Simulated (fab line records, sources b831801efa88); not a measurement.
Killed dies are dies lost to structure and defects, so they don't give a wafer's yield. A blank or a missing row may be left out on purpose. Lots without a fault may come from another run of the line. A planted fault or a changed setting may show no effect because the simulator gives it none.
One fault seen from 2 desks | flow sky130 | each desk has only its own numbers; what lay behind them comes last

THE METROLOGY DESK
What the gauges read, lot by lot, whatever tool the lot ran on: means of the sampled wafers that have a number. A lot is out of limits, marked OUT, if its mean lies more than 4 standard deviations from the usual mean; the brackets give that distance.
Columns: A = CAPM_TIN_RS at SKY_CAPM_RS_MEAS_03, usual 6.72 ohm/sq; B = VIA3_W_RS at SKY_VIA3_RS_MEAS_22, usual 0.2943 ohm/sq
lot  | first seen here | A    | B
L751 | day 36 17:08    | 6.72 | 0.2927
L752 | day 37 01:01    | 6.73 | 0.2972
L753 | day 37 04:29    | 6.75 | 0.2975
L757 | day 38 12:55    | 6.72 | 0.2924
L758 | day 39 06:58    | 6.73 | 0.2965
L759 | day 39 15:46    | 6.75 | 0.2937
L765 | day 41 02:01    | 6.75 | 0.2927
L769 | day 42 02:23    | 6.71 | 0.2947
L768 | day 42 04:19    | 6.81 | 0.2933
L770 | day 42 11:05    | 6.92 | 0.2927
L772 | day 42 20:08    | 6.65 | 0.2954
This desk's finding: nothing out of limits on any of the 11 lots.

THE TOOL OWNER'S DESK: litho_track-02
The tool's own readings at SKY_METAL5_COAT_09 (resist thk 1800 nm): means of the sampled wafers that have a number, for each lot that ran on this tool. A lot is out of limits, marked OUT, if its mean lies more than 4 standard deviations from the usual mean; the brackets give that distance.
Columns: A = resist_line_temp_C at SKY_METAL5_COAT_09, usual 22.98 C
lot  | first seen here | A
L752 | day 43 22:47    | 22.94
L758 | day 46 00:03    | 23.01
L759 | day 46 06:48    | 22.91
L772 | day 48 22:21    | 23.05
This desk's finding: nothing out of limits on any of the 4 lots.

PUT TOGETHER
The metrology desk saw nothing out of limits.
The tool owner's desk saw nothing out of limits.

WHAT THE SIMULATOR HAD PUT IN
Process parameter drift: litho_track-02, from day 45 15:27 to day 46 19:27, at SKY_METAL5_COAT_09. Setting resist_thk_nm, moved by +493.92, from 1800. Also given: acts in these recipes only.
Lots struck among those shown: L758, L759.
